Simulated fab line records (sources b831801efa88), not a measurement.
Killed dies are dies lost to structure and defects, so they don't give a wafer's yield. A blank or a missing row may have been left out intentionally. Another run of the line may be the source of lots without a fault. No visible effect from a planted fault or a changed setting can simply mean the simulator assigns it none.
fab line records	flow sfq_line
[record] lots = 14	wafers = 42	last_day = 87
route steps=325 shown C5@248 M6@263 I6@279 M7@282
lots that met no fault: taken from a fault-free run of the same line
start_h: hours from the record's opening day to when the first of the lot's shown wafers began	wait_h: how many hours have passed since the lot's step before this one	" the same as in the row above	L1.1+2: a single row standing in for several wafers	- no value, or no start given	* or withheld: withheld	< > ~ a bound
route shown NAME@n: names a module that has steps shown in the file, with the first one's number in the route	usual: mean/standard deviation of fault-free wafers	same: alike in all rows	chamber/n: place in a boat	sites: readings site by site	_std_site: their standard deviation	_edge_site: the outer-site mean with the inner-site mean subtracted	radius_mm: for every site, how far away it sits from the centre of the wafer	mask NAME#n: copy n	behind: the tool/chamber that last shaped the wafer	hold: what put the lot on hold/how long, in hours/how the hold closed	device: names the non-switching transistor (n, p or np)	end of line: at the end of the route, the tests of the same wafers	step lacking rows: just its recipe	killed: dies that structure and defects cost at the first sort, which is not the same as the wafer's yield	map: the dies of a wafer, with x for killed, . for not killed, _ for no die there
set.NAME: the setting that was run; set.NAME@STEP: the one run at that earlier step	model.NAME: the simulator's own value behind a step, which no gauge read
the route's steps for a sample of lots (tables are steps, rows are wafers)
services: from which hour (start_h, from the record's first day; less than 0 if before it) a tool's chamber was out of use, for how many hours, and why
[[steps]]
[step SFQ_TRILAYER_C5_ETCH_VIA_ETCH_154]
[recipe] target = SiO2	mask_material = PR	chemistry = CHF3	target_depth_nm = 84	source_w = 500	bias_w = 80	pressure_mtorr = 30	time_s = withheld	stop_on = Nb
[usual] bias_w = 80.03/0.24	chamber_pressure_mTorr = 29.999/0.028	drypump_motor_current_A = 5.9/0.5	oes_product_au = 0.893/0.0084
lot.wafer	tool	chamber	start_h	wait_h	bias_w	chamber_pressure_mTorr	drypump_motor_current_A	oes_product_au
L294.2	rie_diel-01	0	1452.57	0.0	80.36	30.003	5.6	0.895
L294.4	"	0	"	"	80.28	30.064	5.6	0.897
L294.5	"	0	"	"	80.27	29.989	5.6	0.899
L295.3	rie_diel-02	0	1454.95	0.0	80.11	30.046	5.4	0.896
L295.4	"	1	"	"	79.95	29.988	5.9	0.892
L295.5	"	0	"	"	79.88	29.996	5.4	0.915
L296.2	rie_diel-03	3	1457.35	0.0	79.51	29.956	6.2	0.881
L296.4	"	0	"	"	80.37	30.040	6.7	0.899
L296.5	"	0	"	"	80.48	29.984	6.7	0.886
L299.2	rie_diel-03	0	1462.15	0.0	79.86	29.989	6.8	0.877
L299.4	"	3	"	"	79.74	30.007	6.2	0.898
L299.6	"	2	"	"	80.16	29.943	6.3	0.893
L300.2	rie_diel-01	3	1464.25	0.0	79.95	29.977	5.4	0.893
L300.3	"	0	"	"	80.27	30.024	5.6	0.905
L300.4	"	0	"	"	80.69	29.996	5.6	0.899
L304.2	rie_diel-01	3	1632.58	0.0	79.85	29.989	5.4	0.892
L304.4	"	2	"	"	79.93	30.056	6.4	0.902
L304.6	"	2	"	"	79.97	30.004	6.4	0.901
L308.2	rie_diel-01	1	1652.98	0.0	80.11	29.997	5.2	0.887
L308.3	"	0	"	"	79.73	29.998	5.6	0.885
L308.4	"	0	"	"	79.89	29.991	5.6	0.901
L309.3	rie_diel-03	0	1724.43	0.0	79.92	30.014	6.7	0.880
L309.4	"	2	"	"	79.92	30.015	6.3	0.895
L309.5	"	0	"	"	80.38	30.000	6.8	0.893
L311.2	rie_diel-03	2	1798.92	0.0	80.05	29.990	6.3	0.888
L311.4	"	0	"	"	79.93	29.992	6.7	0.897
L311.6	"	3	"	"	80.14	30.025	6.2	0.906
L312.1	rie_diel-03	0	1806.12	0.0	80.35	30.040	6.7	0.882
L312.2	"	1	"	"	80.58	30.021	6.2	0.895
L312.5	"	3	"	"	80.03	29.992	6.2	0.893
L313.1	rie_diel-03	1	1817.30	0.0	79.94	29.975	6.2	0.892
L313.2	"	0	"	"	79.63	30.032	6.7	0.883
L313.3	"	3	"	"	80.08	29.980	6.2	0.889
L315.1	rie_diel-02	2	1824.20	0.0	79.37	29.968	6.5	0.901
L315.2	"	1	"	"	79.67	29.978	5.8	0.885
L315.3	"	0	"	"	79.96	30.002	5.4	0.885
L316.2	rie_diel-02	0	1830.20	0.0	79.88	30.011	5.4	0.889
L316.5	"	1	"	"	80.01	29.986	5.8	0.891
L316.6	"	2	"	"	79.89	30.030	6.5	0.894
L317.3	rie_diel-02	1	1998.05	0.0	80.16	30.072	5.8	0.881
L317.5	"	2	"	"	79.82	30.014	6.5	0.893
L317.6	"	1	"	"	80.23	30.049	5.8	0.891
[step SFQ_TRILAYER_M6_ETCH_METAL_ETCH_162]
[recipe] target = Nb	stop_on = SiO2	mask_material = PR	chemistry = Cl2/Ar	target_depth_nm = 240	icp_w = 600	bias_w = 80	pressure_mtorr = 10	time_s = 120
[usual] bias_w = 79.97/0.23	chamber_pressure_mTorr = 10.001/0.0092	drypump_motor_current_A = 5.76/0.26	oes_product_au = 0.892/0.0062
[same] time_s = 120
lot.wafer	tool	chamber	start_h	wait_h	bias_w	chamber_pressure_mTorr	drypump_motor_current_A	oes_product_au	rf_hours_counter_h
L294.2	rie_metal-03	0	1467.87	0.0	79.97	10.009	5.56	0.902	46
L294.4	"	0	"	"	79.58	9.998	5.56	0.897	-
L294.5	"	0	"	"	80.00	10.010	5.57	0.891	-
L295.3	rie_metal-03	0	1470.31	0.1	80.27	9.984	5.63	0.886	-
L295.4	"	1	"	"	79.89	10.003	6.09	0.897	-
L295.5	"	0	"	"	79.93	10.004	5.58	0.894	-
L296.2	rie_metal-01	0	1471.47	0.0	80.30	10.001	5.62	0.890	112
L296.4	"	0	"	"	80.10	10.006	5.64	0.890	-
L296.5	"	0	"	"	79.93	10.006	5.65	0.890	-
L299.2	rie_metal-01	1	1478.67	0.0	80.18	10.019	5.96	0.891	100
L299.4	"	0	"	"	79.94	9.997	5.67	0.886	-
L299.6	"	0	"	"	80.11	9.990	5.68	0.881	-
L300.2	rie_metal-04	1	1482.27	0.0	80.10	9.993	5.37	0.879	149
L300.3	"	1	"	"	80.09	10.016	5.35	0.888	-
L300.4	"	0	"	"	79.82	10.009	5.85	0.889	-
L304.2	rie_metal-03	0	1732.67	0.0	79.92	9.998	5.59	0.884	81
L304.4	"	1	"	"	80.17	10.001	6.11	0.894	-
L304.6	"	0	"	"	80.22	9.993	5.59	0.886	-
L308.2	rie_metal-01	1	1737.47	0.0	79.99	10.027	5.99	0.890	134
L308.3	"	1	"	"	80.29	10.013	5.98	0.895	-
L308.4	"	0	"	"	80.32	9.983	5.67	0.902	-
L309.3	rie_metal-04	0	1774.78	0.1	80.09	10.002	5.89	0.890	-
L309.4	"	1	"	"	79.66	10.013	5.38	0.888	-
L309.5	"	1	"	"	79.83	9.981	5.34	0.891	-
L311.2	rie_metal-01	0	1845.29	0.0	79.67	10.010	5.69	0.907	45
L311.4	"	1	"	"	79.95	10.010	5.99	0.893	-
L311.6	"	1	"	"	79.67	10.007	5.97	0.888	-
L312.1	rie_metal-03	1	1852.51	0.1	79.93	10.002	6.11	0.904	73
L312.2	"	0	"	"	79.80	9.997	5.56	0.888	98
L312.5	"	0	"	"	80.11	9.980	5.59	0.888	-
L313.1	rie_metal-01	0	1865.92	0.0	79.88	10.012	5.66	0.902	51
L313.2	"	1	"	"	79.71	9.995	5.96	0.892	158
L313.3	"	1	"	"	80.17	10.016	5.96	0.907	-
L315.1	rie_metal-03	1	1870.86	0.0	79.63	9.989	6.09	0.892	77
L315.2	"	0	"	"	80.06	10.000	5.54	0.887	102
L315.3	"	1	"	"	79.91	9.985	6.10	0.881	-
L316.2	rie_metal-03	0	1874.42	0.0	80.15	9.998	5.57	0.896	103
L316.5	"	1	"	"	80.30	9.999	6.13	0.896	-
L316.6	"	0	"	"	80.20	9.999	5.56	0.898	-
L317.3	rie_metal-04	1	2001.56	0.1	79.96	9.993	5.35	0.890	-
L317.5	"	1	"	"	79.92	9.980	5.33	0.891	-
L317.6	"	0	"	"	80.12	10.007	5.87	0.884	-
[step SFQ_TRILAYER_I6_VIA_STRIP_STRIP_173]
[recipe] gas = O2	power_w = 200	platen_temp_c = 40	overash_fraction = 0.65	chemistry = O2	pressure_mtorr = 50
[usual] chamber_pressure_mTorr = 50.01/0.052	drypump_motor_current_A = 5.9/0.32	oes_product_au = 1.000/0.0089	platen_temp_c = 39.99/0.11
lot.wafer	tool	chamber	start_h	wait_h	chamber_pressure_mTorr	drypump_motor_current_A	oes_product_au	platen_temp_c	rf_hours_counter_h
L294.2	rie_metal-01	0	1488.37	-	50.09	5.6	0.992	40.02	115
L294.4	"	1	"	"	50.04	6.0	1.010	39.83	-
L294.5	"	1	"	"	50.06	5.9	1.013	39.99	-
L295.3	rie_metal-03	1	1489.77	-	50.00	6.1	1.004	39.93	-
L295.4	"	0	"	"	49.99	5.6	1.001	39.99	-
L295.5	"	0	"	"	50.02	5.5	1.004	40.16	-
L296.2	rie_metal-03	1	1491.77	-	49.99	6.1	0.997	40.17	23
L296.4	"	0	"	"	50.00	5.6	0.999	39.83	-
L296.5	"	1	"	"	49.99	6.1	0.999	40.03	-
L299.2	rie_metal-02	0	1495.57	-	50.02	5.6	0.995	40.07	-
L299.4	"	0	"	"	50.11	5.6	1.001	40.02	-
L299.6	"	0	"	"	50.09	5.6	1.003	39.96	-
L300.2	rie_metal-03	0	1497.83	-	49.93	5.6	1.004	40.27	51
L300.3	"	1	"	"	49.96	6.1	0.999	39.93	-
L300.4	"	0	"	"	50.03	5.6	0.999	40.02	-
L304.2	rie_metal-03	1	1815.02	-	50.01	6.1	0.997	39.99	66
L304.4	"	0	"	"	49.96	5.6	0.997	39.93	-
L304.6	"	0	"	"	49.99	5.6	1.001	39.88	-
L308.2	rie_metal-03	0	1826.72	-	49.98	5.6	0.988	39.95	93
L308.3	"	0	"	"	49.93	5.6	1.001	39.90	-
L308.4	"	1	"	"	50.08	6.1	1.007	40.10	-
L309.3	rie_metal-03	0	1837.72	-	50.06	5.6	0.992	40.15	-
L309.4	"	1	"	"	49.90	6.1	0.999	39.90	-
L309.5	"	0	"	"	50.02	5.6	1.003	39.99	-
L311.2	rie_metal-03	0	1907.06	-	50.01	5.6	1.003	40.17	111
L311.4	"	0	"	"	49.96	5.6	0.995	39.93	-
L311.6	"	1	"	"	49.98	6.1	0.991	39.82	-
L312.1	rie_metal-01	1	1919.06	-	50.00	6.0	1.009	39.92	3
L312.2	"	0	"	"	50.05	5.7	0.980	39.97	66
L312.5	"	1	"	"	50.03	5.9	0.995	39.97	-
L313.1	rie_metal-02	1	1938.26	-	50.09	6.5	1.012	39.93	93
L313.2	"	0	"	"	49.91	5.6	0.990	40.05	69
L313.3	"	1	"	"	50.00	6.5	1.015	39.84	-
L315.1	rie_metal-02	0	1946.66	-	50.06	5.6	0.994	40.02	70
L315.2	"	1	"	"	49.99	6.5	1.008	39.92	94
L315.3	"	0	"	"	49.94	5.6	1.000	39.85	-
L316.2	rie_metal-02	0	1956.26	-	50.00	5.6	0.993	39.99	71
L316.5	"	0	"	"	50.15	5.6	0.989	39.99	-
L316.6	"	1	"	"	50.06	6.5	0.997	39.86	-
L317.3	rie_metal-01	0	2009.90	-	50.02	5.6	0.971	39.86	-
L317.5	"	0	"	"	49.95	5.6	0.968	39.91	-
L317.6	"	1	"	"	50.01	6.0	0.988	40.22	-
[step SFQ_TRILAYER_M7_DEP_SPUTTER_175]
[recipe] material = Nb	base_pressure_pa = 1.33e-06	chamber_pressure_pa = 0.1333	substrate_temp_c = 20	target_thk_nm = 200	power_w = 2000	time_s = 133.3
[usual] throttle_valve_pct = 29.7/0.74
[same] time_s = 133.3
lot.wafer	tool	chamber	start_h	wait_h	throttle_valve_pct
L294.2	pvd_sputter-04	-	1489.17	0.0	29.4
L294.4	"	-	"	"	28.7
L294.5	"	-	"	"	30.7
L295.3	pvd_sputter-06	-	1490.37	0.0	29.4
L295.4	"	-	"	"	28.7
L295.5	"	-	"	"	29.5
L296.2	pvd_sputter-03	-	1492.57	0.0	31.0
L296.4	"	-	"	"	28.9
L296.5	"	-	"	"	31.1
L299.2	pvd_sputter-04	-	1496.77	0.0	29.9
L299.4	"	-	"	"	30.3
L299.6	"	-	"	"	28.8
L300.2	pvd_sputter-06	-	1498.64	0.0	29.6
L300.3	"	-	"	"	29.7
L300.4	"	-	"	"	29.7
L304.2	pvd_sputter-04	-	1815.84	0.0	29.6
L304.4	"	-	"	"	28.8
L304.6	"	-	"	"	29.8
L304.2	pvd_sputter-04	-	1816.09	0.2	29.6
L304.4	"	-	"	"	28.7
L304.6	"	-	"	"	29.3
L308.2	pvd_sputter-03	-	1827.52	0.0	29.0
L308.3	"	-	"	"	31.2
L308.4	"	-	"	"	29.2
L308.2	pvd_sputter-03	-	1827.78	0.2	29.2
L308.3	"	-	"	"	31.2
L308.4	"	-	"	"	29.2
L309.3	pvd_sputter-03	-	1838.32	0.0	29.2
L309.4	"	-	"	"	31.1
L309.5	"	-	"	"	29.2
L311.2	pvd_sputter-03	-	1907.89	0.0	29.1
L311.4	"	-	"	"	30.1
L311.6	"	-	"	"	30.2
L312.1	pvd_sputter-03	-	1919.87	0.0	28.8
L312.2	"	-	"	"	30.0
L312.5	"	-	"	"	31.0
L313.1	pvd_sputter-03	-	1939.07	0.0	30.2
L313.2	"	-	"	"	29.1
L313.3	"	-	"	"	29.5
L315.1	pvd_sputter-03	-	1947.47	0.0	29.1
L315.2	"	-	"	"	30.8
L315.3	"	-	"	"	29.2
L316.2	pvd_sputter-03	-	1957.07	0.0	30.0
L316.5	"	-	"	"	31.1
L316.6	"	-	"	"	29.2
L317.3	pvd_sputter-06	-	2010.50	0.0	29.4
L317.5	"	-	"	"	29.9
L317.6	"	-	"	"	29.5
[step SFQ_M7_RS_MEAS_943]
[recipe] thk_meas_gauge = four-point-probe	reads = Nb_of_TRILAYER_M7_DEP_SPUTTER_175
[usual] M7_NB_RS = 0.890/0.012
lot.wafer	tool	chamber	start_h	wait_h	M7_NB_RS[ohm/sq]
L294.2	film_metro-01	-	1489.28	0.1	0.891
L294.4	"	-	"	"	0.879
L294.5	"	-	"	"	0.884
L295.3	film_metro-02	-	1490.50	0.1	0.904
L295.4	"	-	"	"	0.906
L295.5	"	-	"	"	0.901
L296.2	film_metro-01	-	1492.68	0.1	0.922
L296.4	"	-	"	"	0.907
L296.5	"	-	"	"	0.921
L299.2	film_metro-02	-	1496.88	0.1	0.912
L299.4	"	-	"	"	0.903
L299.6	"	-	"	"	0.898
L300.2	film_metro-01	-	1498.75	0.1	0.890
L300.3	"	-	"	"	0.888
L300.4	"	-	"	"	0.885
L304.2	film_metro-04	-	1816.20	0.1	0.443
L304.4	"	-	"	"	0.440
L304.6	"	-	"	"	0.446
L304.2	film_metro-04	-	1816.49	0.3	0.443
L304.4	"	-	"	"	0.440
L304.6	"	-	"	"	0.445
L308.2	film_metro-04	-	1827.89	0.1	0.439
L308.3	"	-	"	"	0.440
L308.4	"	-	"	"	0.443
L308.2	film_metro-04	-	1828.18	0.3	0.439
L308.3	"	-	"	"	0.441
L308.4	"	-	"	"	0.443
L309.3	film_metro-01	-	1838.45	0.1	0.872
L309.4	"	-	"	"	0.870
L309.5	"	-	"	"	0.877
L311.2	film_metro-04	-	1908.02	0.1	0.886
L311.4	"	-	"	"	0.883
L311.6	"	-	"	"	0.889
L312.1	film_metro-02	-	1919.98	0.1	0.882
L312.2	"	-	"	"	0.878
L312.5	"	-	"	"	0.887
L313.1	film_metro-02	-	1939.17	0.0	0.867
L313.2	"	-	"	"	0.864
L313.3	"	-	"	"	0.874
L315.1	film_metro-01	-	1947.57	0.0	0.871
L315.2	"	-	"	"	0.875
L315.3	"	-	"	"	0.871
L316.2	film_metro-01	-	1957.19	0.1	0.891
L316.5	"	-	"	"	0.889
L316.6	"	-	"	"	0.890
L317.3	film_metro-01	-	2010.63	0.1	0.910
L317.5	"	-	"	"	0.902
L317.6	"	-	"	"	0.899
[[services]]
tool	chamber	start_h	hours	kind
pvd_sputter-03	-	1466.20	2.0	repair
rie_diel-03	1	1483.99	3.0	repair
pvd_sputter-03	-	1497.77	0.6	repair
rie_metal-03	-	1529.49	0.8	repair
rie_metal-01	-	1567.88	1.4	pm
pvd_sputter-03	-	1588.15	3.8	repair
rie_diel-03	2	1596.33	7.3	repair
rie_metal-03	-	1631.47	14.8	repair
rie_metal-03	1	1650.66	26.4	repair
rie_metal-01	-	1659.72	14.6	pm
rie_metal-03	-	1691.30	1.4	pm
rie_diel-03	0	1741.24	4.2	repair
rie_metal-03	0	1753.58	29.8	repair
rie_diel-03	3	1757.66	2.4	repair
pvd_sputter-03	-	1838.56	1.7	repair
pvd_sputter-03	-	1849.02	10.6	repair
pvd_sputter-03	-	1857.68	5.9	repair
rie_diel-03	1	1882.98	3.3	repair
rie_metal-03	-	1891.58	0.1	repair
rie_diel-03	0	1931.51	2.7	repair
rie_metal-01	1	1948.16	2.6	repair
rie_metal-01	-	1985.37	2.8	pm
pvd_sputter-03	-	2003.48	3.3	repair
rie_metal-03	0	2008.71	15.9	repair
[[key]]
[first_sign] step = SFQ_TRILAYER_M7_DEP_SPUTTER_175	reading = visit	direction = added
[effect] step = SFQ_M7_RS_MEAS_943	reading = visit	direction = added
[effect] step = SFQ_M7_RS_MEAS_943	reading = M7_NB_RS	direction = down	sigmas = 37	usual = 0.890	struck = 0.442
met_at SFQ_TRILAYER_M7_DEP_SPUTTER_175
struck_lots L304,L308
scrapped_behind SFQ_M7_RS_MEAS_943 L304.2,L304.4,L304.6,L308.2,L308.3,L308.4
not_acting_at SFQ_TRILAYER_C5_ETCH_VIA_ETCH_154,SFQ_TRILAYER_M6_ETCH_METAL_ETCH_162,SFQ_TRILAYER_I6_VIA_STRIP_STRIP_173
[fault] kind = repeated_step_whole	tool = pvd_sputter-03,pvd_sputter-04,pvd_sputter-06	chamber = -	onset_h = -	steps = SFQ_TRILAYER_M7_DEP_SPUTTER_175	times = 1	scope = struck_lots_only
